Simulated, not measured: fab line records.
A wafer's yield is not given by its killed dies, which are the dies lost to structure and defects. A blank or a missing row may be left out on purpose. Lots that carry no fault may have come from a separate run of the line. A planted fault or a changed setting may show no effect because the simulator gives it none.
Which tool did it? ; flow gf180mcu ; Sampling: 14 lots, 42 wafers, 2 of 602 route steps

== WHAT THE GAUGES SHOWED, per wafer ==
GF_V2_BOW_MEAS_05.
lot;measured;on;V2_BOW (um)
L780;day 19 06:22;film_metro-01;99 95 102
L781;day 19 20:56;film_metro-02;102 91 84
L783;day 20 14:05;film_metro-04;95 105 104
L784;day 21 06:45;film_metro-02;98 104 114
L787;day 22 00:58;film_metro-02;98 95 86
L788;day 22 11:01;film_metro-01;101 94 100
L790;day 23 06:00;film_metro-01;99 102 113
L791;day 23 21:02;film_metro-02;112 112 90
L792;day 23 22:32;film_metro-01;107 105 103
L795;day 25 02:52;film_metro-04;106 116 115
L796;day 25 09:22;film_metro-02;100 98 106
L797;day 25 13:56;film_metro-02;97 97 107
L798;day 25 21:45;film_metro-01;96 101 96
L801;day 26 15:25;film_metro-01;112 106 106

== WHAT TOOL EACH LOT RAN ON (gives the tool, then ch and the chambers of the sampled wafers, and finally the start) ==
lot;GF_V2_CMP_04
L780;cmp-01 ch 2,3, day 19 05:58
L781;cmp-01 ch 0,1,2, day 19 20:38
L783;cmp-01 ch 2,3, day 20 13:46
L784;cmp-02 ch 0,3, day 21 06:26
L787;cmp-01 ch 0,3, day 22 00:41
L788;cmp-01 ch 2,3, day 22 10:41
L790;cmp-02 ch 1,3, day 23 05:42
L791;cmp-02 ch 0,2,3, day 23 20:47
L792;cmp-01 ch 1,2,3, day 23 22:11
L795;cmp-02 ch 0,2,3, day 25 02:32
L796;cmp-01 ch 0,3, day 25 09:01
L797;cmp-01 ch 1,2, day 25 13:41
L798;cmp-02 ch 0,1,3, day 25 21:31
L801;cmp-01 ch 0,1,3, day 26 15:15
- GF_V2_CMP_04: polishes SiO2.

== WHAT THE TOOLS THEMSELVES READ (means of the sampled wafers that have a number; where no wafer has one, the mark that the record gives instead) ==
GF_V2_CMP_04.
lot;tool;edge_zone_pressure_frac;motor_current_A (A);time_to_endpoint_s (s)
L780;cmp-01;0.998;10.8;80
L781;cmp-01;1.000;12.1;82
L783;cmp-01;0.997;10.1;72
L784;cmp-02;0.992;11.8;76
L787;cmp-01;1.003;13.1;76
L788;cmp-01;1.001;10.8;82
L790;cmp-02;0.997;11.7;81
L791;cmp-02;1.002;12.4;83
L792;cmp-01;1.001;10.8;83
L795;cmp-02;0.998;11.9;83
L796;cmp-01;1.003;11.8;81
L797;cmp-01;1.004;11.1;88
L798;cmp-02;0.996;11.5;79
L801;cmp-01;1.001;12.2;83

== THE ANSWER, worked out from the rows above alone ==
Rule: the lots themselves supply what counts as usual. Put in order of their means at a reading, lots are off if they are a third of the lots or fewer, leave a main group of 4 or more, and stand apart from it by a gap of 3 or more times the standard deviation of the main group's means; of several such gaps the widest counts. If all means in a main group match to the digits the tables above print for the reading, that group is not used. Also off: a lot with no number at a reading for which 4 or more lots have one. The other lots that the step has rows for count as sound. The gauges are gone through in route order, then the tools' own readings, and for those a lot's mean is taken as printed above. At the first step where some lot is off, the reading lying furthest off is the one used; lots without a number count as furthest.
None of the lots is off at any reading shown; this tells nothing.

== WHAT THE SIMULATOR PUT IN ==
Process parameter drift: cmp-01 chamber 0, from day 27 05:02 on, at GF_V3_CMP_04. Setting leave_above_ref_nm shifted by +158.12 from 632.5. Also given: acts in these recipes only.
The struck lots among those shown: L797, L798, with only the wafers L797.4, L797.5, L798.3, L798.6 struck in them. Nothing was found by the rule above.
